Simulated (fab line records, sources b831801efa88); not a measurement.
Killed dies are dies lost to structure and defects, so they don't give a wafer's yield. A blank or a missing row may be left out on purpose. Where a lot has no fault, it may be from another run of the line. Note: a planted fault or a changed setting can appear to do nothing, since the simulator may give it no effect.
Struck lot and sound lot, side by side    flow gf180mcu    14 steps out of a route of 602
Sound: wafers L290.3, L290.4, L290.5. Struck: wafers L299.1, L299.4, L299.5. The cause is named last.
Order at every step that has rows: each side's tool, ch and its chambers, its first start. Under that, the readings that differ: sound wafers    struck wafers    difference of the means    sigmas: that difference in standard deviations of wafers without a fault.
alike: same words and numbers on both sides, and readings whose means sit less than 2 such deviations apart. not compared: any withheld reading, any reading some wafer has no value for, any bound like >300 that may hide the same value, and any number with overlapping values for which the record gives no deviation.
A row with sigmas, a row that says differs or no value, or rows on one side alone: a step with any of these is where the two part. When numbers do not overlap yet have no deviation, they are printed without sigmas and do not part them. Lack of a reading on every wafer of one side parts them only where that side has two or more wafers.

GF_CONTACT_CMP_27: polishes, stops on SiO2, t overpolish 15 s, target thk 0 nm.
  sound on cmp-02 ch 1,2, day 17 20:16; struck on cmp-02 ch 2,3, day 21 00:56
  alike: motorCurrentA, overpolishRunS, retainingRingPressureFrac, slurryFilterDpKPa, timeToEndpointS
GF_M1_SPUTTER_00: material Ti, target thk 37.5 nm, time 150 s.
  sound: pvdSputter-03 at day 17 20:34; struck: pvdSputter-04 at day 21 01:11
  alike: throttleValvePct
GF_M1_SPUTTER_01: material TiN, target thk 30 nm, time 25 s.
  sound: pvdSputter-03 at day 17 20:40; struck: pvdSputter-04 at day 21 01:17
  alike: throttleValvePct
GF_M1_SPUTTER_02: material AlCu, target thk 450 nm, time 23.9 s.
  sound: pvdSputter-03 at day 17 20:42; struck: pvdSputter-04 at day 21 01:19
  alike: throttleValvePct
GF_M1_SPUTTER_03: material Ti, target thk 10 nm, time 6.7 s.
  sound: pvdSputter-03 at day 17 20:44; struck: pvdSputter-04 at day 21 01:21
  alike: throttleValvePct
then, 1 step without rows for these wafers: GF_M1_SPUTTER_04 (material TiN, target thk 50 nm, time 41.7 s).
GF_M1_RS_MEAS_05: a four-point-probe measurement.
  sound: filmMetro-03 at day 17 20:50; struck: filmMetro-03 at day 21 01:25
reading              sound                 struck                difference  sigmas
M1_ALCU_RS (ohm/sq)  0.0688 0.0685 0.0691  0.0707 0.0711 0.0705  +0.0020     +3
GF_M1_THK_MEAS_06: measures by xrf.
  sound: filmMetro-03 at day 17 20:56; struck: filmMetro-03 at day 21 01:32
reading           sound        struck       difference  sigmas
M1_ALCU_THK (nm)  451 450 447  434 431 438  -15         -3
then, 4 steps without rows for these wafers: GF_M1_DEHYDRATE_07 (time 60 s); GF_M1_HMDS_08 (prime time 60 s); GF_M1_COAT_09 (resist thk 1000 nm); GF_M1_SOFTBAKE_10 (time 60 s).
GF_M1_EXPOSE_11: exposes mask Metal1, target cd 230 nm.
  struck on krfScanner-02, day 21 12:56; sound on krfScanner-01 ch 0, day 18 09:05
  no value came back on the struck wafers for exposureDoseMJCm2, focusOffsetNm (nm), stageVelMmS (mm/s); on the sound wafers exposureDoseMJCm2 reads 27.969 27.998 28.011
  alike: mask
then, 1 step without rows for these wafers: GF_M1_PEB_12 (peb time 90 s).

WHERE THEY PART
At GF_M1_RS_MEAS_05 first; at GF_M1_EXPOSE_11 last (within this record only).

WHY: the cause the simulator had injected
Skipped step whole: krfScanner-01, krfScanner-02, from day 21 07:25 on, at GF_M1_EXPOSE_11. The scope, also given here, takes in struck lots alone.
